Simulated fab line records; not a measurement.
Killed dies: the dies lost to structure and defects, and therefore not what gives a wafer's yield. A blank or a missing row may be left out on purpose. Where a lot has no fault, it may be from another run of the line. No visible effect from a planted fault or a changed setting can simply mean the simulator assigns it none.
Struck lot and sound lot, side by side + flow sky130 + 16 steps out of a route of 708
Sound: wafers L671.1, L671.4, L671.6. Wafers struck: L679.2, L679.4, L679.6. The cause comes at the end.
At each step with rows: each side's tool, then ch and its chambers, then its first start. Under that, the readings that differ: sound wafers + struck wafers + difference of the means + sigmas: that difference in standard deviations of wafers without a fault.
alike: readings whose means differ by less than 2 such deviations, and words and numbers that are the same on both sides. not compared: withheld readings, readings that some wafer has no value for, bounds like >300 that may hide the same value, and numbers for which the record gives no deviation and whose values overlap.
The two part at a step that has a row with sigmas, a row that says differs or no value, or rows on one side only. Numbers that have no deviation but don't overlap get no sigmas and don't part them. A reading missing from all wafers of one side parts the sides only when that side holds two or more wafers.

first, 3 steps without rows for these wafers: SKY_METAL1_EXPOSE_12 (exposes mask MM1, target cd 140 nm); SKY_METAL1_PEB_13; SKY_METAL1_DEVELOP_14 (develop time 60 s).
SKY_METAL1_CD_MEAS_15: the cd target is 140 nm.
  sound: cdSem-02 at day 34 12:57; struck: cdSem-01 at day 37 01:14
  alike: cdNm
SKY_METAL1_OVL_MEAS_16:
  sound: overlay-02 at day 34 13:04; struck: overlay-01 at day 37 01:21
  alike: METAL1_OVL
SKY_METAL1_DESCUM_17: chemistry O2, time 8 s.
  sound on rieMetal-01 ch 1, day 34 13:07; struck on rieMetal-03 ch 1, day 37 01:23
| reading                  | sound             | struck            | difference | sigmas |
|--------------------------|-------------------|-------------------|------------|--------|
| drypumpMotorCurrentA (A) | 4.8 4.8 4.8       | 5.6 5.6 5.6       | +0.8       | +2     |
| oesProductAu (a.u.)      | 1.000 0.997 0.989 | 1.012 1.019 1.015 | +0.020     | +2     |
  not compared: rfHoursCounterH
SKY_METAL1_ETCH_18: etches BARC in N2/H2, stops on SiO2, time 45.9 s, target depth 60 nm.
  sound on rieMetal-01 ch 1, day 34 13:08; struck on rieMetal-03 ch 1, day 37 01:25
| reading                  | sound       | struck      | difference | sigmas |
|--------------------------|-------------|-------------|------------|--------|
| drypumpMotorCurrentA (A) | 4.8 4.8 4.8 | 5.6 5.6 5.6 | +0.8       | +2     |
  alike: oesProductAu, throttleValvePct
  not compared: rfHoursCounterH
SKY_METAL1_METAL_ETCH_19: etches the open film in Cl2/BCl3, stops on SiO2, target depth 360 nm, time 78 s.
  sound on rieMetal-01 ch 1, day 34 13:12; struck on rieMetal-03 ch 1, day 37 01:29
| reading                  | sound       | struck      | difference | sigmas |
|--------------------------|-------------|-------------|------------|--------|
| drypumpMotorCurrentA (A) | 4.8 4.8 4.8 | 5.6 5.6 5.6 | +0.8       | +2     |
  alike: bcl3FlowSccm, oesProductAu, throttleValvePct
  not compared: rfHoursCounterH
SKY_METAL1_STRIP_20: strips in O2/N2.
  sound on plasmaAsher-01 ch 0,1, day 34 13:17; struck on plasmaAsher-03 ch 0, day 37 01:34
| reading                  | sound          | struck         | difference | sigmas |
|--------------------------|----------------|----------------|------------|--------|
| stripTimeToEndpointS (s) | 2.66 2.67 2.70 | 2.57 2.59 2.61 | -0.09      | -2     |
  alike: drypumpMotorCurrentA, oesProductAu
  not compared: rfHoursCounterH
then, 3 steps without rows for these wafers: SKY_METAL1_STRIP_21 (strips in post etch residue remover, time 1200 s); SKY_METAL1_CLEAN_22 (cleans in IPA, time 180 s); SKY_METAL1_CLEAN_23 (cleans in O3/DIW).
SKY_VIA1_HDPCVD_00: deposits SiO2, target thk 1030 nm, time 171.7 s.
  sound on hdpcvd-02 ch 1,2, day 34 13:53; struck on hdpcvd-01 ch 0,1, day 37 02:29
SKY_VIA1_THK_MEAS_01:
  sound: filmMetro-04 at day 34 14:03; struck: filmMetro-01 at day 37 02:36
| reading              | sound          | struck         | difference | sigmas |
|----------------------|----------------|----------------|------------|--------|
| VIA1_HDPCVD_THK (nm) | 1026 1030 1011 | 2091 2102 2087 | +1071      | +97    |
SKY_VIA1_CMP_02: polishes SiO2.
  sound on cmp-01 ch 2,3, day 34 14:07; struck on cmp-01 ch 0,2, day 37 02:42
  alike: motorCurrentA
-- the record jumps here: 12 days lie between the struck wafers' starts before and after (it left off in module VIA1 and takes up again in module PAD_OPEN, whose first step shown is number 708 of the route) --
SKY_PAD_OPEN_PROBE_99:
  sound: prober-01 at day 47 06:26; struck: prober-02 at day 49 03:47
| reading          | sound    | struck   | difference | sigmas |
|------------------|----------|----------|------------|--------|
| killedAtFrontEnd | 10 12 13 | 24 24 15 | +9         | +2     |
  alike: defectLimitedYield, killed_at_M0_to_M3, killed_at_M4_up, killedAtContacts, killedAtOther, killedDies, killedOpen, killedShort, sort_bin_3_pad_short, sort_bin_5_function, sort_bin_6_memory, sortNPass, sortYieldPct

WHERE THEY PART
Earliest at SKY_METAL1_DESCUM_17; latest, in this record, at SKY_PAD_OPEN_PROBE_99.

WHY: the cause the simulator had injected
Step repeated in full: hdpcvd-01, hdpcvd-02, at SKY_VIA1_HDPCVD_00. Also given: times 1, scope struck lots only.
